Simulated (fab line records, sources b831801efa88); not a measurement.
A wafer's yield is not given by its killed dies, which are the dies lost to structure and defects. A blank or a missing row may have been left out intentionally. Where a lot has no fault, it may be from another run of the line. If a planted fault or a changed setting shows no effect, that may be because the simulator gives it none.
fab line records    flow sky130
record: lots: 11  wafers: 33  lastDay: 49
route steps=708 shown VIA1@477 METAL4@635 VIA4@651 METAL5@677 PAD_OPEN@708
lots untouched by any fault: they come from a run of this same line in which no faults occurred
startH: start of the lot's first displayed wafer, in hours after the record's first day    waitH: hours from the lot's prior step to this one    " unchanged from the row above    L1.1+2: a single row standing in for several wafers    - no value present, or no start provided    * or withheld: withheld    < > ~ a bound
route shown NAME@n: names a module that has steps shown in the file, with the first one's number in the route    usual: mean and standard deviation over wafers with no fault    same: alike in all rows    chamber/n: place in a boat    sites: per-site readings    _std_site: how widely they spread, as a standard deviation    _edge_site: mean of outer sites minus mean of inner sites    radiusMm: how far each site lies from the wafer's centre    mask NAME#n: copy n    behind: the most recent tool/chamber to have shaped the wafer    hold: the reason the lot was held/the length of the hold in hours/how it ended    device: which transistor (n, p or np) failed to switch    end of line: tests run on the same wafers once the route is complete    a step without rows: its recipe alone    killed: count of dies lost to structure and defects at first sort (not the wafer's yield)    map: the dies of a wafer, with x for killed, . for not killed, _ for no die there
set.NAME: the run value of the setting; set.NAME@STEP: its run value at that earlier step    model.NAME: the simulator's own value behind a step, which no gauge read
steps of the route over a sample of lots; a table a step, a row a wafer
services: a tool's chamber out of use, with start hour (startH, from the record's first day; less than 0 if before it), hours out, and reason
== steps ==
step: SKY_VIA1_CLEAN_19
recipe: chemistry: O3/DIW  dry: n2Spin
lot.wafer   tool         chamber  startH  waitH
L722.2+4+6  wetBench-01  3        807.31  0.0
L726.1+5+6  wetBench-01  3        831.24  0.0
L725.2+3+5  wetBench-03  2        832.68  0.0
L728.1+4+6  wetBench-01  2        840.78  0.0
L730.2+4+5  wetBench-02  2        851.88  0.0
L731.4+5+6  wetBench-01  1        864.32  0.0
L733.1+4+5  wetBench-01  0        876.57  0.0
L735.1+2+4  wetBench-01  2        883.77  0.0
L734.4+5+6  wetBench-01  0        885.27  0.0
L739.2+3+5  wetBench-01  3        925.82  0.0
L741.3+4+6  wetBench-01  3        935.13  0.0
step: SKY_METAL4_STRIP_19
recipe: chemistry: O2/N2  powerW: 1400  pressureMtorr: 1500  platenTempC: withheld  o2FlowSccm: 3000  n2FlowSccm: 300  overashFraction: 0.5
usual: drypumpMotorCurrentA: 5.4/0.45  n2FlowSccm: 300.1/0.92  o2FlowSccm: 3000/8.9  oesProductAu: 0.503/0.005  stripTimeToEndpointS: 6.56/0.074
same: overashFraction: 0.5
lot.wafer  tool            chamber  startH   waitH  drypumpMotorCurrentA  n2FlowSccm  o2FlowSccm  oesProductAu  rfHoursCounterH  stripTimeToEndpointS
L722.2     plasmaAsher-02  1        990.51   0.1    5.3                   300.1       2996        0.501         26               6.49
L722.4     "               0        "        "      5.6                   301.8       3001        0.505         -                6.53
L722.6     "               1        "        "      5.3                   301.1       2988        0.503         -                6.56
L726.1     plasmaAsher-03  0        1013.21  0.1    4.7                   299.2       3003        0.507         55               6.63
L726.5     "               1        "        "      5.9                   297.3       2999        0.502         -                6.64
L726.6     "               0        "        "      4.7                   300.3       3001        0.517         -                6.62
L725.2     plasmaAsher-02  0        1013.79  0.2    5.6                   300.1       2996        0.499         28               6.54
L725.3     "               0        "        "      5.6                   300.1       3001        0.500         -                6.49
L725.5     "               1        "        "      5.3                   299.9       3006        0.501         -                6.55
L728.1     plasmaAsher-02  0        1021.31  0.1    5.6                   300.7       3003        0.502         29               6.61
L728.4     "               1        "        "      5.2                   300.1       3009        0.502         -                6.62
L728.6     "               0        "        "      5.7                   300.4       2998        0.501         -                6.57
L730.2     plasmaAsher-01  1        1033.51  0.1    5.3                   297.8       3012        0.497         118              6.56
L730.4     "               0        "        "      6.0                   300.8       3010        0.514         -                6.52
L730.5     "               0        "        "      6.0                   299.3       3004        0.506         -                6.61
L731.4     plasmaAsher-02  0        1040.35  0.1    5.6                   302.0       3007        0.495         -                6.44
L731.5     "               0        "        "      5.6                   302.0       2998        0.504         -                6.51
L731.6     "               1        "        "      5.3                   300.2       2993        0.494         -                6.39
L733.1     plasmaAsher-02  0        1051.29  0.1    5.6                   299.2       3008        0.504         32               6.71
L733.4     "               1        "        "      5.3                   297.6       3001        0.509         -                6.68
L733.5     "               0        "        "      5.6                   300.7       3005        0.508         -                6.61
L735.1     plasmaAsher-02  1        1058.51  0.1    5.3                   301.7       2994        0.506         32               6.62
L735.2     "               0        "        "      5.6                   300.7       3008        0.506         32               6.53
L735.4     "               0        "        "      5.6                   300.3       2996        0.506         -                6.60
L734.4     plasmaAsher-03  1        1061.05  0.1    5.9                   299.5       3002        0.504         -                6.70
L734.5     "               0        "        "      4.7                   301.1       3006        0.505         -                6.69
L734.6     "               1        "        "      5.9                   300.1       3002        0.497         -                6.55
L739.2     plasmaAsher-02  0        1094.71  0.1    5.6                   300.5       3004        0.505         36               6.58
L739.3     "               0        "        "      5.6                   300.8       3007        0.506         -                6.49
L739.5     "               0        "        "      5.6                   300.1       2991        0.503         -                6.50
L741.3     plasmaAsher-03  0        1102.34  0.1    4.7                   300.6       2990        0.497         -                6.44
L741.4     "               1        "        "      5.9                   300.1       2993        0.502         -                6.51
L741.6     "               1        "        "      5.9                   300.6       3005        0.500         -                6.51
step: SKY_VIA4_ETCH_12
recipe: target: SiO2  chemistry: C4F8/O2/Ar  stopOn: TiN  maskMaterial: NOVOLAK  sourceW: 1500  biasW: 1200  pressureMtorr: 40  c4f8FlowSccm: withheld  O2_flow_sccm: 6  Ar_flow_sccm: 300  timeS: withheld  targetDepthA: 5800
usual: oesProductAu: 0.926/0.0047
lot.wafer  tool        chamber  startH   waitH  oesProductAu
L722.2     rieDiel-03  0        1014.34  0.0    0.917
L722.4     "           2        "        "      0.920
L722.6     "           1        "        "      0.929
L726.1     rieDiel-03  2        1037.02  0.0    0.924
L726.5     "           2        "        "      0.923
L726.6     "           3        "        "      0.926
L725.2     rieDiel-01  3        1037.32  0.0    0.926
L725.3     "           2        "        "      0.926
L725.5     "           3        "        "      0.938
L728.1     rieDiel-01  2        1044.76  0.0    0.923
L728.4     "           0        "        "      0.921
L728.6     "           1        "        "      0.919
L730.2     rieDiel-04  0        1055.91  0.0    0.917
L730.4     "           2        "        "      0.930
L730.5     "           2        "        "      0.935
L731.4     rieDiel-04  1        1063.62  0.0    0.925
L731.5     "           0        "        "      0.918
L731.6     "           3        "        "      0.931
L733.1     rieDiel-03  0        1073.66  0.0    0.931
L733.4     "           1        "        "      0.926
L733.5     "           0        "        "      0.920
L735.1     rieDiel-04  2        1080.84  0.0    0.924
L735.2     "           0        "        "      0.928
L735.4     "           1        "        "      0.924
L734.4     rieDiel-04  0        1083.34  0.0    0.919
L734.5     "           1        "        "      0.924
L734.6     "           0        "        "      0.926
L739.2     rieDiel-01  0        1119.82  0.0    0.921
L739.3     "           1        "        "      0.927
L739.5     "           0        "        "      0.931
L741.3     rieDiel-01  0        1123.89  0.0    0.928
L741.4     "           3        "        "      0.926
L741.6     "           2        "        "      0.921
step: SKY_METAL5_STRIP_16
recipe: chemistry: O2/N2  powerW: 1400  pressureMtorr: 1500  platenTempC: withheld  o2FlowSccm: 3000  n2FlowSccm: 300  overashFraction: 0.5
usual: drypumpMotorCurrentA: 5.6/0.61  n2FlowSccm: 300.0/0.98  o2FlowSccm: 3000/8  oesProductAu: 0.709/0.004  stripTimeToEndpointS: 13.15/0.11
same: overashFraction: 0.5
lot.wafer  tool            chamber  startH   waitH  drypumpMotorCurrentA  n2FlowSccm  o2FlowSccm  oesProductAu  rfHoursCounterH  stripTimeToEndpointS
L722.2     plasmaAsher-03  1        1038.02  0.2    5.9                   301.1       2984        0.707         58               13.25
L722.4     "               0        "        "      4.7                   299.7       3004        0.707         -                13.23
L722.6     "               1        "        "      5.9                   300.5       2989        0.705         -                13.21
L726.1     plasmaAsher-03  1        1060.57  0.2    5.9                   299.4       2992        0.709         60               13.13
L726.5     "               0        "        "      4.7                   298.7       2991        0.706         -                13.10
L726.6     "               1        "        "      5.9                   299.6       3006        0.710         -                13.18
L725.2     plasmaAsher-04  0        1061.57  0.2    6.0                   298.0       2983        0.712         91               13.29
L725.3     "               1        "        "      6.5                   302.4       3003        0.710         -                13.21
L725.5     "               0        "        "      6.0                   297.9       2994        0.713         -                13.36
L728.1     plasmaAsher-03  0        1068.37  0.2    4.7                   299.0       3001        0.706         61               13.17
L728.4     "               0        "        "      4.7                   301.1       3000        0.710         -                13.15
L728.6     "               1        "        "      5.9                   299.9       2986        0.705         -                13.22
L730.2     plasmaAsher-03  0        1078.85  0.2    4.7                   299.2       2999        0.710         62               13.23
L730.4     "               1        "        "      5.9                   299.3       2997        0.708         -                13.11
L730.5     "               1        "        "      5.9                   299.8       2997        0.711         -                13.26
L731.4     plasmaAsher-03  0        1086.55  0.1    4.7                   300.5       2993        0.709         -                13.17
L731.5     "               1        "        "      5.9                   299.9       3009        0.702         -                13.12
L731.6     "               0        "        "      4.7                   300.4       2999        0.713         -                12.99
L733.1     plasmaAsher-04  0        1096.17  0.2    6.0                   299.8       3004        0.713         95               13.23
L733.4     "               1        "        "      6.5                   299.5       3015        0.709         -                13.14
L733.5     "               0        "        "      6.0                   300.3       3009        0.712         -                13.17
L735.1     plasmaAsher-04  1        1102.75  0.2    6.4                   299.4       3000        0.710         95               13.13
L735.2     "               0        "        "      6.1                   301.3       3011        0.708         95               13.02
L735.4     "               0        "        "      6.0                   301.8       3016        0.702         -                13.13
L734.4     plasmaAsher-04  1        1105.93  0.1    6.5                   301.3       3010        0.713         -                13.07
L734.5     "               1        "        "      6.5                   300.0       2997        0.709         -                13.04
L734.6     "               0        "        "      6.0                   300.9       2986        0.713         -                13.12
L739.2     plasmaAsher-04  0        1139.77  0.2    6.0                   300.2       3008        0.713         98               13.10
L739.3     "               1        "        "      6.5                   299.5       2991        0.702         -                13.02
L739.5     "               1        "        "      6.5                   299.9       3003        0.708         -                13.11
L741.3     plasmaAsher-03  1        1144.15  0.1    5.9                   299.4       3010        0.710         -                13.15
L741.4     "               0        "        "      4.7                   299.3       2989        0.708         -                13.18
L741.6     "               0        "        "      4.7                   297.4       2978        0.708         -                13.13
step: SKY_PAD_OPEN_PROBE_99
usual: defectLimitedYield: 82.4/1.9  killed_at_M0_to_M3: 43/6.5  killed_at_M4_up: 3.3/2  killedAtContacts: 24/5.2  killedAtFrontEnd: 16/4.2  killedAtOther: 0.3/0.6  killedDies: 87/9.3  killedOpen: 47/7.8  killedShort: 39/6.2  sort_bin_3_pad_short: 0.9/0.42  sort_bin_5_function: 10.5/1.4  sort_bin_6_memory: 6.3/0.97  sortNPass: 405/9.3  sortYieldPct: 82.4/1.9
same: grossDies: 492  killedAtBackSide: 0  sort_bin_4_leakage[%]: 0  sort_bin_8_speed[%]: 0
lot.wafer  tool       chamber  startH   waitH  defectLimitedYield[%]  killed_at_M0_to_M3  killed_at_M4_up  killedAtContacts  killedAtFrontEnd  killedAtOther  killedDies  killedOpen  killedShort  sort_bin_3_pad_short[%]  sort_bin_5_function[%]  sort_bin_6_memory[%]  sortNPass  sortYieldPct[%]
L722.2     prober-01  -        1084.20  0.1    81.7                   52                  0                21                16                1              90          52          37           1.2                      10.4                    6.7                   402        81.7
L722.4     prober-01  -        1084.30  0.2    85.4                   41                  1                21                9                 0              72          37          35           0.6                      9.3                     4.7                   420        85.4
L722.6     prober-01  -        1084.40  0.2    81.7                   45                  5                19                20                1              90          44          46           0.8                      10.8                    6.7                   402        81.7
L730.2     prober-01  -        1121.39  0.1    82.1                   43                  3                32                10                0              88          47          41           0.4                      10.2                    7.3                   404        82.1
L730.4     prober-01  -        1121.49  0.2    82.7                   40                  1                23                20                1              85          44          41           1.4                      9.8                     6.1                   407        82.7
L730.5     prober-01  -        1121.54  0.2    85.6                   35                  3                22                11                0              71          47          24           0.2                      9.6                     4.7                   421        85.6
L739.2     prober-02  -        1177.57  0.1    73.8                   97                  4                15                12                1              129         34          37           4.9                      15.9                    5.5                   363        73.8
L739.3     prober-02  -        1177.62  0.2    71.1                   102                 2                24                14                0              142         45          37           4.7                      18.3                    5.9                   350        71.1
L739.5     prober-02  -        1177.72  0.2    74.4                   86                  2                19                19                0              126         42          30           3.7                      14.6                    7.3                   366        74.4
L741.3     prober-02  -        1180.50  0.2    73.0                   103                 4                14                12                0              133         31          40           3.7                      15.9                    7.5                   359        73.0
L741.4     prober-02  -        1180.55  0.2    73.8                   87                  4                22                16                0              129         41          33           4.1                      15.4                    6.7                   363        73.8
L741.6     prober-02  -        1180.65  0.2    73.4                   91                  7                22                10                1              131         35          38           5.1                      15.0                    6.5                   361        73.4
killed by level:class
L722.2 VIA1:geometricParticle:open=12 METAL1:geometricParticle:short=10 CONTACT:geometricParticle:open=9 VIA3:geometricParticle:open=9 FIELD_ISO:geometricParticle:open=5 LI_CONTACT:geometricParticle:open=5 VIA2:geometricParticle:open=5 FIELD_ISO:geometricParticle:short=4
L722.4 CONTACT:geometricParticle:open=10 VIA1:geometricParticle:open=6 METAL2:geometricParticle:short=5 CONTACT:geometricParticle:short=5 VIA1:geometricParticle:short=5 FIELD_ISO:geometricParticle:open=4 VIA2:geometricParticle:open=4 METAL1:geometricParticle:short=4
L722.6 CONTACT:geometricParticle:open=10 VIA3:geometricParticle:open=9 FIELD_ISO:geometricParticle:short=8 VIA1:geometricParticle:open=7 METAL2:geometricParticle:short=7 VIA3:geometricParticle:short=6 METAL1:geometricParticle:short=4 POLY_GATE:geometricParticle:short=4
L730.2 CONTACT:geometricParticle:open=10 VIA2:geometricParticle:open=10 VIA1:geometricParticle:open=8 LI_CONTACT:geometricParticle:open=6 CONTACT:geometricParticle:short=6 VIA1:geometricParticle:short=6 FIELD_ISO:geometricParticle:open=5 METAL1:geometricParticle:short=5
L730.4 VIA1:geometricParticle:open=11 CONTACT:geometricParticle:open=9 FIELD_ISO:geometricParticle:short=6 LI_CONTACT:geometricParticle:open=6 CONTACT:geometricParticle:short=5 METAL2:geometricParticle:short=5 POLY_GATE:geometricParticle:short=4 VIA1:geometricParticle:short=4
L730.5 LI_CONTACT:geometricParticle:open=8 VIA1:geometricParticle:open=8 CONTACT:geometricParticle:open=6 VIA3:geometricParticle:open=6 CONTACT:geometricParticle:short=5 METAL2:geometricParticle:open=5 POLY_GATE:geometricParticle:open=4 VIA2:geometricParticle:open=4
L739.2 VIA1:unspecified=56 VIA1:geometricParticle:open=16 METAL1:geometricParticle:short=8 CONTACT:geometricParticle:open=6 CONTACT:geometricParticle:short=5 VIA3:geometricParticle:open=5 POLY_GATE:geometricParticle:short=4 LI_CONTACT:geometricParticle:open=3
L739.3 VIA1:unspecified=60 CONTACT:geometricParticle:open=11 METAL2:geometricParticle:short=8 FIELD_ISO:geometricParticle:open=7 LI_CONTACT:geometricParticle:open=7 METAL1:geometricParticle:short=6 VIA1:geometricParticle:short=5 VIA1:geometricParticle:open=5
L739.5 VIA1:unspecified=54 CONTACT:geometricParticle:open=8 VIA3:geometricParticle:open=8 FIELD_ISO:geometricParticle:open=6 LI_CONTACT:geometricParticle:open=6 VIA1:geometricParticle:open=6 METAL2:geometricParticle:short=6 POLY_GATE:geometricParticle:open=5
L741.3 VIA1:unspecified=60 METAL1:geometricParticle:short=7 VIA1:geometricParticle:open=7 LI_CONTACT:geometricParticle:open=6 CONTACT:geometricParticle:open=5 METAL2:geometricParticle:short=5 VIA1:geometricParticle:short=5 VIA3:geometricParticle:short=5
L741.4 VIA1:unspecified=55 VIA2:geometricParticle:open=7 FIELD_ISO:geometricParticle:open=6 CONTACT:geometricParticle:open=6 VIA1:geometricParticle:open=6 LOCAL_INTERCONNECT:geometricParticle:short=5 VIA3:geometricParticle:open=5 LI_CONTACT:geometricParticle:short=4
L741.6 VIA1:unspecified=58 VIA1:geometricParticle:open=10 CONTACT:geometricParticle:open=9 LOCAL_INTERCONNECT:geometricParticle:short=6 METAL2:geometricParticle:short=6 METAL4:geometricParticle:short=6 LI_CONTACT:geometricParticle:open=5 METAL1:geometricParticle:short=4
== services ==
tool            chamber  startH   hours  kind
rieDiel-01      -        784.26   1.2    repair
plasmaAsher-03  -        790.63   4.8    repair
plasmaAsher-04  -        821.47   3.0    repair
rieDiel-01      0        831.55   8.3    repair
rieDiel-01      1        847.92   3.4    repair
wetBench-03     -        860.18   40.4   pm
plasmaAsher-01  -        873.30   3.4    repair
rieDiel-04      2        887.30   4.6    repair
rieDiel-04      3        894.37   6.5    repair
plasmaAsher-04  -        901.03   2.8    repair
rieDiel-04      0        918.66   4.2    repair
rieDiel-03      0        931.61   8.1    repair
rieDiel-03      3        954.56   5.5    repair
rieDiel-04      3        955.44   4.6    repair
rieDiel-03      1        971.70   4.8    repair
plasmaAsher-03  -        974.55   14.6   pm
wetBench-01     -        978.47   6.9    repair
rieDiel-04      2        990.42   23.4   repair
plasmaAsher-03  -        1009.85  2.8    repair
rieDiel-01      -        1020.64  14.6   pm
rieDiel-04      0        1086.46  7.4    repair
rieDiel-04      1        1114.12  72.2   repair
plasmaAsher-04  -        1126.01  2.8    pm
rieDiel-03      1        1126.05  4.9    repair
== key ==
firstSign: step: SKY_PAD_OPEN_PROBE_99  reading: sort_bin_3_pad_short  direction: up  sigmas: 8.2  usual: 0.9  struck: 4.3
effect: step: SKY_PAD_OPEN_PROBE_99  reading: killed_at_M0_to_M3  direction: up  sigmas: 8  usual: 43  struck: 94
metAt SKY_VIA1_CLEAN_19
struckLots L739,L741
struckWafers L739.2,L739.3,L739.5,L741.3,L741.4,L741.6
notActingAt SKY_METAL4_STRIP_19,SKY_VIA4_ETCH_12,SKY_METAL5_STRIP_16
onsetBetween 831.24 925.82
alsoFits time
fault: kind: chamberParticleSource  tool: wetBench-01  chamber: 3  onsetH: 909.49  steps: SKY_VIA1_CLEAN_19  ratePerVisitCm2: 1.5881  endH: 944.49
